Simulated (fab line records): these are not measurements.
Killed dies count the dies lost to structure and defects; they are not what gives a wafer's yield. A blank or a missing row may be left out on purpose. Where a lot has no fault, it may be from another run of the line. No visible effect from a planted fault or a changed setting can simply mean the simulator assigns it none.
fab line records	flow sky130	part 1 of 2: steps 1 to 32 of 43
[record] lots = 5	wafers = 15	last-day = 50
route steps=708 shown NWELL@59 PWDE@84 VT_ADJUST_HVTP@85 VT_ADJUST_LVTN@97
lots with no fault: from the same line, run without faults
start-h: hours from the record's opening day to when the first of the lot's shown wafers began	wait-h: hours from the lot's prior step to this one	" as in the row above	L1.1+2: a single row standing in for several wafers	- no value, or no start was given	* or withheld: withheld	< > ~ a bound
route shown NAME@n: a module of which the file shows steps, and the number in the route of the first	usual: mean/standard deviation taken from wafers without a fault	same: alike in all rows	chamber/n: place in a boat	sites: the reading at each site	_std_site: the standard deviation of these	_edge_site: mean of outer sites minus mean of inner sites	radius-mm: how far each site lies from the wafer's centre	mask NAME#n: copy n	behind: the most recent tool/chamber to have shaped the wafer	hold: why the lot went on hold/how many hours it stayed there/how the hold came to an end	device: the transistor (n, p or np) that didn't switch	end of line: the route-end tests of the same wafers	step lacking rows: just its recipe	killed: at the first sort, the dies lost to defects and structure; wafer yield is something else	map: dies across one wafer; x = killed, . = not, _ = none there
set.NAME: setting as actually run; set.NAME@STEP: the setting as run at that earlier step	model.NAME: the simulator's own value behind a step, which no gauge read
certain route steps with their lots: each step a table, each wafer a row
services: when a tool's chamber went out of use (start-h, in hours from the record's first day, below 0 if earlier), for how many hours, and the reason
[[steps]]
[step SKY_NWELL_SOFTBAKE_06]
[recipe] temp-c = 110	time-s = withheld
[usual] plate-temp-C = 110.01/0.13
lot.wafer	tool	chamber	start-h	wait-h	plate-temp-C
L079.1	litho-track-02	0	105.90	0.1	109.89
L079.4	"	0	"	"	110.06
L079.5	"	0	"	"	109.99
L085.1	litho-track-02	0	137.80	0.1	110.26
L085.4	"	0	"	"	109.93
L085.5	"	0	"	"	110.11
L086.1	litho-track-04	0	144.14	0.1	110.05
L086.3	"	0	"	"	109.87
L086.5	"	0	"	"	110.01
L088.2	litho-track-04	0	160.33	0.1	109.99
L088.4	"	0	"	"	110.08
L088.5	"	0	"	"	110.12
L095.1	litho-track-02	0	199.70	0.1	110.11
L095.3	"	0	"	"	110.10
L095.6	"	0	"	"	109.90
[step SKY_NWELL_EXPOSE_07]
[recipe] mask-id = NWM	na = 0.6	source-shape = conventional	sigma-outer = 0.6	polarization = unpolarized	target-cd-nm = 840	dose-mj = 255
lot.wafer	tool	chamber	start-h	wait-h	mask
L079.1+4+5	iline-stepper-01	0	-	-	NWM#0
L085.1+4+5	iline-stepper-02	0	-	-	NWM#0
L086.1+3+5	iline-stepper-01	0	-	-	NWM#0
L088.2+4+5	iline-stepper-02	0	-	-	NWM#0
L095.1+3+6	iline-stepper-01	0	-	-	NWM#0
[step SKY_NWELL_PEB_08]
[recipe] temp-c = 115	time-s = withheld
[usual] plate-temp-C = 115.02/0.14
lot.wafer	tool	chamber	start-h	wait-h	plate-temp-C
L079.1	litho-track-04	0	-	-	115.15
L079.4	"	0	"	"	115.04
L079.5	"	0	"	"	114.89
L085.1	litho-track-03	0	-	-	115.32
L085.4	"	0	"	"	114.99
L085.5	"	0	"	"	115.18
L086.1	litho-track-04	0	-	-	115.13
L086.3	"	0	"	"	114.89
L086.5	"	0	"	"	115.10
L088.2	litho-track-02	0	-	-	114.88
L088.4	"	0	"	"	115.16
L088.5	"	0	"	"	115.03
L095.1	litho-track-02	0	-	-	114.97
L095.3	"	0	"	"	115.02
L095.6	"	0	"	"	114.89
[step SKY_NWELL_DEVELOP_09]
[recipe] wall-angle-deg = 90	developer = TMAH	develop-time-s = 60	dev-temp-c = 23
[same] develop-time-s = 60
lot.wafer	tool	chamber	start-h	wait-h
L079.1+4+5	litho-track-04	0	-	-
L085.1+4+5	litho-track-03	0	-	-
L086.1+3+5	litho-track-04	0	-	-
L088.2+4+5	litho-track-02	0	-	-
L095.1+3+6	litho-track-02	0	-	-
[step SKY_NWELL_OVL_MEAS_10]
[usual] NWELL_00_OVL = 0.1/1.5
lot.wafer	tool	chamber	start-h	wait-h	NWELL_00_OVL[nm]
L079.1	overlay-02	-	115.74	-	0.1
L079.4	"	-	"	"	0.3
L079.5	"	-	"	"	-0.4
L085.1	overlay-02	-	147.47	-	-1.9
L085.4	"	-	"	"	-2.1
L085.5	"	-	"	"	-0.7
L086.1	overlay-02	-	153.59	-	1.6
L086.3	"	-	"	"	0.1
L086.5	"	-	"	"	2.2
L088.2	overlay-01	-	170.66	-	2.4
L088.4	"	-	"	"	0.4
L088.5	"	-	"	"	0.8
L095.1	overlay-02	-	210.65	-	-0.2
L095.3	"	-	"	"	0.8
L095.6	"	-	"	"	1.1
[step SKY_NWELL_IMPLANT_11]
[recipe] species = P	energy-kev = 400	dose-cm2 = 1.9e+13	tilt-deg = withheld
lot.wafer	tool	chamber	start-h	wait-h
L079.1+4+5	implanter-01	0	115.78	0.0
L085.1+4+5	implanter-03	0	147.51	0.0
L086.1+3+5	implanter-04	0	153.63	0.0
L088.2+4+5	implanter-04	0	170.71	0.0
L095.1+3+6	implanter-01	0	210.69	0.0
[step SKY_NWELL_IMPLANT_12]
[recipe] species = P	energy-kev = 120	dose-cm2 = 1.3e+12	tilt-deg = withheld
lot.wafer	tool	chamber	start-h	wait-h
L079.1+4+5	implanter-01	0	115.93	0.1
L085.1+4+5	implanter-03	0	147.66	0.1
L086.1+3+5	implanter-04	0	153.78	0.1
L088.2+4+5	implanter-04	0	170.86	0.1
L095.1+3+6	implanter-01	0	210.84	0.1
[step SKY_NWELL_IMPLANT_13]
[recipe] species = P	energy-kev = 50	dose-cm2 = 7e+11	tilt-deg = withheld
lot.wafer	tool	chamber	start-h	wait-h
L079.1+4+5	implanter-01	0	116.08	0.1
L085.1+4+5	implanter-03	0	147.81	0.1
L086.1+3+5	implanter-04	0	153.93	0.1
L088.2+4+5	implanter-04	0	171.01	0.1
L095.1+3+6	implanter-01	0	210.99	0.1
[step SKY_NWELL_STRIP_14]
[recipe] chemistry = O2/N2	power-w = 1400	pressure-mtorr = 1500	platen-temp-c = withheld	o2-flow-sccm = 3000	n2-flow-sccm = 300	overash-fraction = 0.5
[usual] drypump-motor-current-A = 5.7/0.38	oes-product-au = 0.722/0.0049	strip-time-to-endpoint-s = 36.85/0.092
lot.wafer	tool	chamber	start-h	wait-h	drypump-motor-current-A	oes-product-au	rf-hours-counter-h	strip-time-to-endpoint-s
L079.1	plasma-asher-03	0	116.23	0.1	6.0	0.718	43	36.76
L079.4	"	1	"	"	5.4	0.720	-	36.75
L079.5	"	1	"	"	5.5	0.716	-	36.75
L085.1	plasma-asher-03	1	147.96	0.1	5.5	0.731	47	37.08
L085.4	"	1	"	"	5.4	0.722	-	36.99
L085.5	"	0	"	"	6.0	0.720	-	36.99
L086.1	plasma-asher-01	0	154.08	0.1	6.1	0.718	3	36.80
L086.3	"	1	"	"	5.6	0.721	-	36.90
L086.5	"	0	"	"	6.1	0.726	-	36.80
L088.2	plasma-asher-03	1	171.14	0.1	5.4	0.717	49	36.93
L088.4	"	1	"	"	5.4	0.724	-	37.03
L088.5	"	1	"	"	5.4	0.721	-	36.96
L095.1	plasma-asher-02	1	211.14	0.1	4.8	0.724	37	36.92
L095.3	"	1	"	"	4.8	0.731	-	37.03
L095.6	"	1	"	"	4.8	0.722	-	36.88
[step SKY_NWELL_TW_MEAS_15]
[usual] NWELL_TW = 1831/17
lot.wafer	tool	chamber	start-h	wait-h	NWELL_TW
L079.1	film-metro-02	-	116.33	0.1	1846
L079.4	"	-	"	"	1847
L079.5	"	-	"	"	1852
L085.1	film-metro-04	-	148.06	0.1	1815
L085.4	"	-	"	"	1810
L085.5	"	-	"	"	1816
L086.1	film-metro-04	-	154.18	0.1	1816
L086.3	"	-	"	"	1815
L086.5	"	-	"	"	1805
L088.2	film-metro-03	-	171.25	0.1	1831
L088.4	"	-	"	"	1835
L088.5	"	-	"	"	1836
L095.1	film-metro-02	-	211.24	0.1	1839
L095.3	"	-	"	"	1838
L095.6	"	-	"	"	1844
[step SKY_NWELL_DEHYDRATE_16]
[recipe] temp-c = 200	time-s = 60
[usual] plate-temp-C = 199.99/0.14
lot.wafer	tool	chamber	start-h	wait-h	plate-temp-C
L079.1	litho-track-02	0	124.15	7.8	199.97
L079.4	"	0	"	"	199.92
L079.5	"	0	"	"	199.87
L085.1	litho-track-02	0	157.30	9.2	200.03
L085.4	"	0	"	"	199.90
L085.5	"	0	"	"	200.08
L086.1	litho-track-04	0	163.44	9.3	200.11
L086.3	"	0	"	"	199.94
L086.5	"	0	"	"	199.77
L088.2	litho-track-03	0	180.55	9.3	200.08
L088.4	"	0	"	"	200.37
L088.5	"	0	"	"	200.43
L095.1	litho-track-02	0	221.45	10.2	199.99
L095.3	"	0	"	"	200.09
L095.6	"	0	"	"	199.95
[step SKY_NWELL_HMDS_17]
[recipe] prime-time-s = 60	prime-temp-c = 120
lot.wafer	tool	chamber	start-h	wait-h
L079.1+4+5	litho-track-02	0	124.30	0.1
L085.1+4+5	litho-track-02	0	157.45	0.1
L086.1+3+5	litho-track-04	0	163.59	0.1
L088.2+4+5	litho-track-03	0	180.70	0.1
L095.1+3+6	litho-track-02	0	221.60	0.1
[step SKY_NWELL_COAT_18]
[recipe] spin-rpm = 2000	resist-thk-nm = 3000
lot.wafer	tool	chamber	start-h	wait-h
L079.1+4+5	litho-track-02	0	124.45	0.1
L085.1+4+5	litho-track-02	0	157.60	0.1
L086.1+3+5	litho-track-04	0	163.74	0.1
L088.2+4+5	litho-track-03	0	180.85	0.1
L095.1+3+6	litho-track-02	0	221.75	0.1
[step SKY_NWELL_SOFTBAKE_19]
[recipe] temp-c = 110	time-s = withheld
[usual] plate-temp-C = 109.99/0.12
lot.wafer	tool	chamber	start-h	wait-h	plate-temp-C
L079.1	litho-track-02	0	124.60	0.1	110.11
L079.4	"	0	"	"	110.00
L079.5	"	0	"	"	110.05
L085.1	litho-track-02	0	157.75	0.1	109.83
L085.4	"	0	"	"	109.91
L085.5	"	0	"	"	109.65
L086.1	litho-track-04	0	163.89	0.1	110.05
L086.3	"	0	"	"	110.10
L086.5	"	0	"	"	110.17
L088.2	litho-track-03	0	181.00	0.1	110.15
L088.4	"	0	"	"	110.07
L088.5	"	0	"	"	110.08
L095.1	litho-track-02	0	221.90	0.1	109.93
L095.3	"	0	"	"	109.82
L095.6	"	0	"	"	110.02
[step SKY_NWELL_EXPOSE_20]
[recipe] mask-id = NWM_COMPLEMENT	na = 0.6	source-shape = conventional	sigma-outer = 0.6	polarization = unpolarized	target-cd-nm = 840	dose-mj = 260
lot.wafer	tool	chamber	start-h	wait-h	mask
L079.1+4+5	iline-stepper-01	0	-	-	NWM_COMPLEMENT#0
L085.1+4+5	iline-stepper-02	0	-	-	NWM_COMPLEMENT#0
L086.1+3+5	iline-stepper-01	0	-	-	NWM_COMPLEMENT#0
L088.2+4+5	iline-stepper-02	0	-	-	NWM_COMPLEMENT#0
L095.1+3+6	iline-stepper-01	0	-	-	NWM_COMPLEMENT#0
[step SKY_NWELL_PEB_21]
[recipe] temp-c = 115	time-s = withheld
[usual] plate-temp-C = 115.01/0.14
lot.wafer	tool	chamber	start-h	wait-h	plate-temp-C
L079.1	litho-track-03	0	-	-	114.64
L079.4	"	0	"	"	114.71
L079.5	"	0	"	"	114.83
L085.1	litho-track-02	0	-	-	114.98
L085.4	"	0	"	"	114.93
L085.5	"	0	"	"	115.05
L086.1	litho-track-03	0	-	-	115.21
L086.3	"	0	"	"	115.03
L086.5	"	0	"	"	114.92
L088.2	litho-track-03	0	-	-	115.31
L088.4	"	0	"	"	115.15
L088.5	"	0	"	"	114.95
L095.1	litho-track-04	0	-	-	115.02
L095.3	"	0	"	"	115.15
L095.6	"	0	"	"	115.01
[step SKY_NWELL_DEVELOP_22]
[recipe] wall-angle-deg = 90	developer = TMAH	develop-time-s = 60	dev-temp-c = 23
[same] develop-time-s = 60
lot.wafer	tool	chamber	start-h	wait-h
L079.1+4+5	litho-track-03	0	-	-
L085.1+4+5	litho-track-02	0	-	-
L086.1+3+5	litho-track-03	0	-	-
L088.2+4+5	litho-track-03	0	-	-
L095.1+3+6	litho-track-04	0	-	-
[step SKY_NWELL_OVL_MEAS_23]
[usual] NWELL_01_OVL = -0.4/1.1
lot.wafer	tool	chamber	start-h	wait-h	NWELL_01_OVL[nm]
L079.1	overlay-02	-	133.97	-	-2.9
L079.4	"	-	"	"	-0.3
L079.5	"	-	"	"	-0.7
L085.1	overlay-02	-	167.50	-	1.4
L085.4	"	-	"	"	-0.5
L085.5	"	-	"	"	-1.1
L086.1	overlay-02	-	174.02	-	0.8
L086.3	"	-	"	"	-1.4
L086.5	"	-	"	"	0.2
L088.2	overlay-02	-	191.98	-	0.0
L088.4	"	-	"	"	-0.6
L088.5	"	-	"	"	-1.6
L095.1	overlay-02	-	232.99	-	-0.4
L095.3	"	-	"	"	0.4
L095.6	"	-	"	"	-2.4
[step SKY_NWELL_IMPLANT_24]
[recipe] species = B	energy-kev = 140	dose-cm2 = 9.2e+12	tilt-deg = withheld
lot.wafer	tool	chamber	start-h	wait-h
L079.1+4+5	implanter-03	0	134.01	0.0
L085.1+4+5	implanter-03	0	167.54	0.0
L086.1+3+5	implanter-03	0	174.06	0.0
L088.2+4+5	implanter-03	0	192.03	0.0
L095.1+3+6	implanter-03	0	233.03	0.0
[step SKY_NWELL_STRIP_25]
[recipe] chemistry = O2/N2	power-w = 1400	pressure-mtorr = 1500	platen-temp-c = withheld	o2-flow-sccm = 3000	n2-flow-sccm = 300	overash-fraction = 0.5
[usual] drypump-motor-current-A = 5.6/0.41	oes-product-au = 0.722/0.0043	strip-time-to-endpoint-s = 36.91/0.11
lot.wafer	tool	chamber	start-h	wait-h	drypump-motor-current-A	oes-product-au	rf-hours-counter-h	strip-time-to-endpoint-s
L079.1	plasma-asher-02	1	134.16	0.1	4.8	0.724	30	37.13
L079.4	"	0	"	"	5.8	0.719	-	37.04
L079.5	"	1	"	"	4.8	0.728	-	37.13
L085.1	plasma-asher-01	0	167.69	0.1	6.1	0.722	4	36.92
L085.4	"	1	"	"	5.6	0.725	-	36.98
L085.5	"	1	"	"	5.6	0.721	-	36.94
L086.1	plasma-asher-02	1	174.21	0.1	4.8	0.723	34	36.70
L086.3	"	1	"	"	4.8	0.724	-	36.71
L086.5	"	1	"	"	4.8	0.720	-	36.87
L088.2	plasma-asher-01	1	192.16	0.1	5.6	0.728	7	36.79
L088.4	"	0	"	"	6.2	0.724	-	36.92
L088.5	"	0	"	"	6.1	0.723	-	36.84
L095.1	plasma-asher-03	0	233.18	0.1	5.9	0.728	55	36.97
L095.3	"	0	"	"	5.9	0.714	-	36.84
L095.6	"	1	"	"	5.4	0.726	-	36.86
[step SKY_NWELL_TW_MEAS_26]
[usual] NWELL_2_TW = 499/4.3
lot.wafer	tool	chamber	start-h	wait-h	NWELL_2_TW
L079.1	film-metro-03	-	134.26	0.1	498
L079.4	"	-	"	"	498
L079.5	"	-	"	"	499
L085.1	film-metro-03	-	167.79	0.1	499
L085.4	"	-	"	"	500
L085.5	"	-	"	"	498
L086.1	film-metro-03	-	174.31	0.1	501
L086.3	"	-	"	"	497
L086.5	"	-	"	"	496
L088.2	film-metro-04	-	192.27	0.1	497
L088.4	"	-	"	"	494
L088.5	"	-	"	"	497
L095.1	film-metro-03	-	233.28	0.1	499
L095.3	"	-	"	"	499
L095.6	"	-	"	"	498
[step SKY_NWELL_CLEAN_27]
[recipe] chemistry = SC1/SC2	mix = 1:4:20	temp-c = 70	time-s = 150	dry = n2-spin
[usual] bath-heat-duty-pct = 13.5/1.5
lot.wafer	tool	chamber	start-h	wait-h	bath-heat-duty-pct
L079.1	wet-bench-01	3	134.32	0.1	14.3
L079.4	"	3	"	"	13.8
L079.5	"	3	"	"	13.9
L085.1	wet-bench-02	3	167.85	0.1	13.5
L085.4	"	3	"	"	13.7
L085.5	"	3	"	"	14.3
L086.1	wet-bench-04	1	174.37	0.1	13.3
L086.3	"	1	"	"	13.6
L086.5	"	1	"	"	13.5
L088.2	wet-bench-01	1	192.32	0.0	11.8
L088.4	"	1	"	"	11.6
L088.5	"	1	"	"	10.7
L095.1	wet-bench-04	2	233.34	0.1	13.1
L095.3	"	2	"	"	12.4
L095.6	"	2	"	"	11.9
[step SKY_NWELL_RTA_28]
[recipe] temp-c = 1050	time-s = 30	idle-temp-c = 650	ramp-up-c-per-s = 150	ramp-down-c-per-s = 90	ambient = N2
[usual] lamp-power-pct = 25.31/0.059	wafer_temp_C_max = 1054.8/0.94
lot.wafer	tool	chamber	start-h	wait-h	lamp-power-pct	wafer_temp_C_max
L079.1	rtp-anneal-02	0	134.37	0.0	25.35	1053.4
L079.4	"	0	"	"	25.24	1054.8
L079.5	"	0	"	"	25.38	1055.0
L085.1	rtp-anneal-02	0	167.90	0.0	25.40	1054.1
L085.4	"	0	"	"	25.28	1053.8
L085.5	"	0	"	"	25.34	1054.6
L086.1	rtp-anneal-01	0	174.42	0.0	25.26	1056.4
L086.3	"	0	"	"	25.32	1055.3
L086.5	"	0	"	"	25.25	1054.9
L088.2	rtp-anneal-01	0	192.38	0.0	25.21	1055.8
L088.4	"	0	"	"	25.27	1055.4
L088.5	"	0	"	"	25.34	1053.8
L095.1	rtp-anneal-02	0	233.39	0.0	25.35	1054.8
L095.3	"	0	"	"	25.36	1055.2
L095.6	"	0	"	"	25.31	1054.2
[step SKY_NWELL_RS_MEAS_29]
[recipe] thk-meas-gauge = four-point-probe
[usual] NWELL_RS = 625.2/1.5
lot.wafer	tool	chamber	start-h	wait-h	NWELL_RS[ohm/sq]
L079.1	film-metro-04	-	134.47	0.1	624.6
L079.4	"	-	"	"	624.4
L079.5	"	-	"	"	625.7
L085.1	film-metro-04	-	168.00	0.1	626.3
L085.4	"	-	"	"	625.5
L085.5	"	-	"	"	626.2
L086.1	film-metro-04	-	174.52	0.1	625.5
L086.3	"	-	"	"	625.8
L086.5	"	-	"	"	626.2
L088.2	film-metro-03	-	192.49	0.1	624.8
L088.4	"	-	"	"	625.6
L088.5	"	-	"	"	625.1
L095.1	film-metro-04	-	233.49	0.1	628.6
L095.3	"	-	"	"	626.5
L095.6	"	-	"	"	625.3
[step SKY_NWELL_RS_MEAS_31]
[recipe] thk-meas-gauge = four-point-probe
[usual] PWDE_RS = 5276/16
lot.wafer	tool	chamber	start-h	wait-h	PWDE_RS[ohm/sq]
L079.1	film-metro-04	-	134.71	0.1	5272
L079.4	"	-	"	"	5301
L079.5	"	-	"	"	5271
L085.1	film-metro-04	-	168.24	0.1	5295
L085.4	"	-	"	"	5300
L085.5	"	-	"	"	5293
L086.1	film-metro-04	-	174.76	0.1	5287
L086.3	"	-	"	"	5270
L086.5	"	-	"	"	5271
L088.2	film-metro-03	-	192.73	0.1	5308
L088.4	"	-	"	"	5282
L088.5	"	-	"	"	5265
L095.1	film-metro-04	-	233.73	0.1	5272
L095.3	"	-	"	"	5280
L095.6	"	-	"	"	5278
[step SKY_VT_ADJUST_HVTP_DEHYDRATE_00]
[recipe] temp-c = 200	time-s = 60
[usual] plate-temp-C = 200.00/0.15
lot.wafer	tool	chamber	start-h	wait-h	plate-temp-C
L079.1	litho-track-03	0	143.27	8.5	199.78
L079.4	"	0	"	"	199.46
L079.5	"	0	"	"	199.65
L085.1	litho-track-03	0	177.97	9.7	199.76
L085.4	"	0	"	"	200.01
L085.5	"	0	"	"	200.05
L086.1	litho-track-04	0	184.59	9.8	199.90
L086.3	"	0	"	"	200.10
L086.5	"	0	"	"	200.05
L088.2	litho-track-03	0	202.55	9.8	199.91
L088.4	"	0	"	"	199.88
L088.5	"	0	"	"	200.19
L095.1	litho-track-01	0	244.98	11.2	200.17
L095.3	"	0	"	"	200.01
L095.6	"	0	"	"	200.03
[step SKY_VT_ADJUST_HVTP_HMDS_01]
[recipe] prime-time-s = 60	prime-temp-c = 120
lot.wafer	tool	chamber	start-h	wait-h
L079.1+4+5	litho-track-03	0	143.42	0.1
L085.1+4+5	litho-track-03	0	178.12	0.1
L086.1+3+5	litho-track-04	0	184.74	0.1
L088.2+4+5	litho-track-03	0	202.70	0.1
L095.1+3+6	litho-track-01	0	245.13	0.1
[step SKY_VT_ADJUST_HVTP_COAT_02]
[recipe] resist = NOVOLAK	spin-rpm = 3000	resist-thk-nm = 1140
lot.wafer	tool	chamber	start-h	wait-h
L079.1+4+5	litho-track-03	0	143.57	0.1
L085.1+4+5	litho-track-03	0	178.27	0.1
L086.1+3+5	litho-track-04	0	184.89	0.1
L088.2+4+5	litho-track-03	0	202.85	0.1
L095.1+3+6	litho-track-01	0	245.28	0.1
[step SKY_VT_ADJUST_HVTP_SOFTBAKE_03]
[recipe] temp-c = 90	time-s = 60	resist = NOVOLAK
[usual] plate-temp-C = 90.00/0.11
lot.wafer	tool	chamber	start-h	wait-h	plate-temp-C
L079.1	litho-track-03	0	143.72	0.1	90.19
L079.4	"	0	"	"	90.07
L079.5	"	0	"	"	89.94
L085.1	litho-track-03	0	178.42	0.1	90.08
L085.4	"	0	"	"	90.10
L085.5	"	0	"	"	89.87
L086.1	litho-track-04	0	185.04	0.1	90.11
L086.3	"	0	"	"	89.95
L086.5	"	0	"	"	89.92
L088.2	litho-track-03	0	203.00	0.1	89.77
L088.4	"	0	"	"	90.12
L088.5	"	0	"	"	90.06
L095.1	litho-track-01	0	245.43	0.1	90.03
L095.3	"	0	"	"	90.07
L095.6	"	0	"	"	90.02
[step SKY_VT_ADJUST_HVTP_EXPOSE_04]
[recipe] mask-id = HVTPM	na = 0.6	source-shape = conventional	sigma-outer = 0.6	polarization = unpolarized	target-cd-nm = 380	dose-mj = 140
lot.wafer	tool	chamber	start-h	wait-h	mask
L079.1+4+5	iline-stepper-02	0	-	-	HVTPM#0
L085.1+4+5	iline-stepper-01	0	-	-	HVTPM#0
L086.1+3+5	iline-stepper-01	0	-	-	HVTPM#0
L088.2+4+5	iline-stepper-02	0	-	-	HVTPM#0
L095.1+3+6	iline-stepper-01	0	-	-	HVTPM#0
[step SKY_VT_ADJUST_HVTP_PEB_05]
[recipe] temp-c = withheld	time-s = *	resist = NOVOLAK
lot.wafer	tool	chamber	start-h	wait-h
L079.1+4+5	litho-track-03	0	-	-
L085.1+4+5	litho-track-01	0	-	-
L086.1+3+5	litho-track-04	0	-	-
L088.2+4+5	litho-track-04	0	-	-
L095.1+3+6	litho-track-01	0	-	-
[step SKY_VT_ADJUST_HVTP_DEVELOP_06]
[recipe] resist = NOVOLAK	developer = TMAH	develop-time-s = 60	dev-temp-c = 23
[same] develop-time-s = 60
lot.wafer	tool	chamber	start-h	wait-h
L079.1+4+5	litho-track-03	0	153.37	0.1
L085.1+4+5	litho-track-01	0	188.38	0.1
L086.1+3+5	litho-track-04	0	195.69	0.1
L088.2+4+5	litho-track-04	0	213.77	0.1
L095.1+3+6	litho-track-01	0	256.83	0.1
